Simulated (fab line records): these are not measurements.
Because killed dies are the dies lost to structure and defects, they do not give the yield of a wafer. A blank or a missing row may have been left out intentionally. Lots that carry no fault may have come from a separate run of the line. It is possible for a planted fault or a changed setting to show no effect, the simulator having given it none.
Problem report in the 8D (eight disciplines) form, filled by code || flow sky130 || the parts of the form that need people (team, actions taken, sign-off) are left out

== 1. WHAT WENT WRONG ==
VIA1_HDPCVD_THK at SKY_VIA1_THK_MEAS_01 reads a mean of 850 nm on 1 wafer of 1 lot; wafers without a fault read 1034 nm with a standard deviation of 13. That is -14 standard deviations from the usual mean.
First seen on wafer L139.2, day 36 01:07, on film_metro-04. At this step, 33 wafers from 11 lots have a number in the record. The rule behind "out" and "out of limits": a value lying over 4 standard deviations away from the usual mean. The other wafers with a number count as sound.

== 2. WHAT IT IS; WHAT IT IS NOT ==
{"question": "which readings at this step", "is": "VIA1_HDPCVD_THK", "is not": "-"}
{"question": "which lots", "is": "L139", "is not": "L127, L130, L134, L135, L137, L146, L147, L148, L149, L150"}
{"question": "which wafers of those lots", "is": "L139.2", "is not": "L139.1, L139.6"}
{"question": "read on which gauges", "is": "film_metro-04", "is not": "film_metro-02, film_metro-03"}
{"question": "when", "is": "from day 36 01:07", "is not": "up to then (17 sound wafers); but 15 sound wafers of L146, L147, L148, L149, L150 came after"}

== 3. WHAT RULES OUT EACH SUSPECT ==
Counting: a tool at a process step up to the reading stays a suspect if it ran every lot that is out. Sound lots after the first of them don't rule it out here, since some wafers of a struck lot are sound.
- the gauge at SKY_VIA1_THK_MEAS_01 is ruled out. All the wafers that are out were read on film_metro-04, but those of them that SKY_VIA1_HDPCVD_00 has rows for are out there too, on other tools.
- plasma_asher-04 at SKY_GATE_OXIDE_STRIP_13 (strips in O2/N2): kept. It processed L139, the lot that is out, at day 17 06:24, and its most recent sound lot before then was L135 at day 15 22:04.
- cmp-01 at SKY_LI_CONTACT_CMP_24 (polishes, stops on PSG, t overpolish 20 s, target thk 0 nm): kept. It processed L139, the lot that is out, at day 32 12:56, and its most recent sound lot before then was L134 at day 31 04:02.
- hdpcvd-02 at SKY_VIA1_HDPCVD_00 (deposits SiO2, target thk 1030 nm, time 171.7 s): kept. It processed L139, the lot that is out, at day 36 01:00, and its most recent sound lot before then was L135 at day 34 16:47. On those wafers its own readings are out: run_length_s.
- cmp-01, SKY_LI_CONTACT_CMP_24: wafers that are out in chamber 3, sound lot-mates in chambers 0, 2.
- The sound lot-mates ran in chamber 1 of hdpcvd-02 at SKY_VIA1_HDPCVD_00, but the wafers that are out ran in chamber 0.
plasma_asher-04 at SKY_GATE_OXIDE_STRIP_13, cmp-01 at SKY_LI_CONTACT_CMP_24 and hdpcvd-02 at SKY_VIA1_HDPCVD_00 are what is left after counting.

== 4. THE CAUSE (what the simulator had put in) ==
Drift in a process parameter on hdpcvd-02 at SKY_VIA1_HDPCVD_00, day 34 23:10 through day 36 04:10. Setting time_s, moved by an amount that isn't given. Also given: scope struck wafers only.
After counting, 3 suspects remain, this tool included.

== 5. THE EFFECT CHAIN, in route order ==
Each row: a reading whose mean over the struck wafers that have a number lies more than 3 standard deviations from the usual. Scope: only readings with a usual standard deviation given in the record; hours: median across lots of the time from each lot's start at the first step in this table that gives one to its start at this step; sigmas: change in usual standard deviations.
{"hours": 0, "step": "SKY_VIA1_HDPCVD_00", "reading": "run_length_s", "usual": "199.5 s", "on struck wafers": 170.3, "change": -29.2, "sigmas": -63}
{"hours": 0, "step": "SKY_VIA1_THK_MEAS_01", "reading": "VIA1_HDPCVD_THK", "usual": "1034 nm", "on struck wafers": 850, "change": -184, "sigmas": -14}
It contains these process steps:
- SKY_VIA1_HDPCVD_00: deposits SiO2, target thk 1030 nm, time 171.7 s.
Readings that are blank on the struck wafers while sound wafers have them: susceptor_temp_C at SKY_VIA1_HDPCVD_00.

== 6. WHAT WOULD HAVE CAUGHT IT SOONER ==
26 hours passed between the start of the fault at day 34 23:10 and the first reading out of limits at a measuring or inspecting step in this record, taken at day 36 01:07.
Tool's own readings at SKY_VIA1_HDPCVD_00, run_length_s: out on all struck wafers the step has rows for; an alarm limit on them would have tripped on the first.
Lots out: 1; all had begun SKY_VIA1_HDPCVD_00 on hdpcvd-02 by day 36 01:07. None of them would have been spared by holding the tool at that moment.
